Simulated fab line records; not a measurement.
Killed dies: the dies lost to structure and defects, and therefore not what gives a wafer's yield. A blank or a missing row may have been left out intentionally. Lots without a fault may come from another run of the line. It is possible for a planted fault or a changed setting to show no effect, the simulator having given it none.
A struck lot beside a sound one + flow sfq_line + 14 steps out of a route of 325
Sound: these wafers, L355.1, L355.3, L355.6. Struck: wafer L359.5 (L359.1, L359.6, from the same lot, were not struck and are left out); the cause is given at the end.
At each step with rows: each side's tool, then ch and its chambers, then its first start. Under that, the readings that differ: sound wafers + struck wafers + difference of the means + sigmas: that difference in standard deviations of wafers without a fault.
alike: same words and numbers on both sides, and readings whose means sit less than 2 such deviations apart. not compared: any withheld reading, any reading some wafer has no value for, any bound like >300 that may hide the same value, and any number with overlapping values for which the record gives no deviation.
The two part at a step that has a row with sigmas, a row that says differs or no value, or rows on one side only. Non-overlapping numbers with no deviation appear without sigmas and do not part them. A reading missing from all wafers of one side parts the sides only when that side holds two or more wafers.

first, 6 steps without rows for these wafers: SFQ_TRILAYER_M0_LITHO_COAT_026 (resist thk 62 nm); SFQ_TRILAYER_M0_LITHO_COAT_021 (resist thk 600 nm); SFQ_TRILAYER_M0_LITHO_SOFTBAKE_025; SFQ_TRILAYER_M0_LITHO_EXPOSE_022 (exposes mask M0, target cd 500 nm); SFQ_TRILAYER_M0_LITHO_PEB_024 (peb time 60 s); SFQ_TRILAYER_M0_LITHO_DEVELOP_023 (time 60 s).
SFQ_M0_OVL_MEAS_906:
  sound on overlay-02 at day 13 06:33; struck on overlay-01 at day 14 10:29
| reading     | sound | struck | difference | sigmas |
|-------------|-------|--------|------------|--------|
| M0_OVL (nm) | 2 6 1 | -10    | -13        | -2     |
SFQ_TRILAYER_M0_BARC_OPEN_METAL_ETCH_031: etches BARC in O2, target depth 125 nm, time 41.7 s.
  sound on rie_metal-03 ch 0,1, day 13 06:35; struck on rie_metal-02 ch 0, day 14 10:31
  alike: bias_w, drypump_motor_current_A, oes_product_au, rf_fwd_power_W
  not compared: rf_hours_counter_h
SFQ_TRILAYER_M0_ETCH_METAL_ETCH_024: etches Nb in Cl2/Ar, stops on SiO2, target depth 240 nm, time 120 s.
  sound on rie_metal-03 ch 0,1, day 13 06:38; struck on rie_metal-02 ch 0, day 14 10:35
  alike: bias_w, drypump_motor_current_A, oes_product_au, rf_fwd_power_W
  not compared: rf_hours_counter_h
SFQ_TRILAYER_M0_STRIP_STRIP_025: strips in O2.
  sound on rie_metal-03 ch 0,1, day 13 06:46; struck on rie_metal-02 ch 0, day 14 10:43
| reading           | sound             | struck | difference | sigmas |
|-------------------|-------------------|--------|------------|--------|
| platen_temp_c (C) | 39.88 39.82 39.75 | 40.08  | +0.26      | +2     |
  alike: drypump_motor_current_A, oes_product_au
  not compared: rf_hours_counter_h
then, 1 step without rows for these wafers: SFQ_TRILAYER_M0_STRIP_SOLV_CLEAN_026 (cleans in NMP, time 600 s).
SFQ_TRILAYER_I0_DEP_PECVD_027: deposits SiO2 from SiH4/N2O, time 111.11 s, target thk 500 nm.
  sound on pecvd-03 ch 1, day 13 07:32; struck on pecvd-02 ch 2, day 14 11:40
| reading                | sound          | struck | difference | sigmas |
|------------------------|----------------|--------|------------|--------|
| throttle_valve_pct (%) | 24.3 24.3 24.2 | 26.8   | +2.5       | +2     |
  alike: heater_power_w, rf_fwd_power_W
SFQ_TRILAYER_I0_CMP_CMP_028: polishes SiO2.
  sound on cmp-02 ch 1,2, day 13 07:40; struck on cmp-01 ch 2, day 14 15:04
| reading                | sound             | struck | difference | sigmas      |
|------------------------|-------------------|--------|------------|-------------|
| platen_rpm (rpm)       | 60.03 59.97 60.03 | 65.96  | +5.95      | +99 or more |
| time_to_endpoint_s (s) | 214 226 214       | 202    | -16        | -2          |
  alike: motor_current_A
SFQ_I0_BOW_MEAS_907:
  sound on film_metro-02 at day 13 10:40; struck on film_metro-01 at day 14 16:34
  alike: I0_BOW

## WHERE THEY PART
At SFQ_M0_OVL_MEAS_906 first; at SFQ_TRILAYER_I0_CMP_CMP_028 last (within this record only). Later steps at which nothing parts them and some readings are alike: SFQ_I0_BOW_MEAS_907.

WHY: whatever the simulator had introduced
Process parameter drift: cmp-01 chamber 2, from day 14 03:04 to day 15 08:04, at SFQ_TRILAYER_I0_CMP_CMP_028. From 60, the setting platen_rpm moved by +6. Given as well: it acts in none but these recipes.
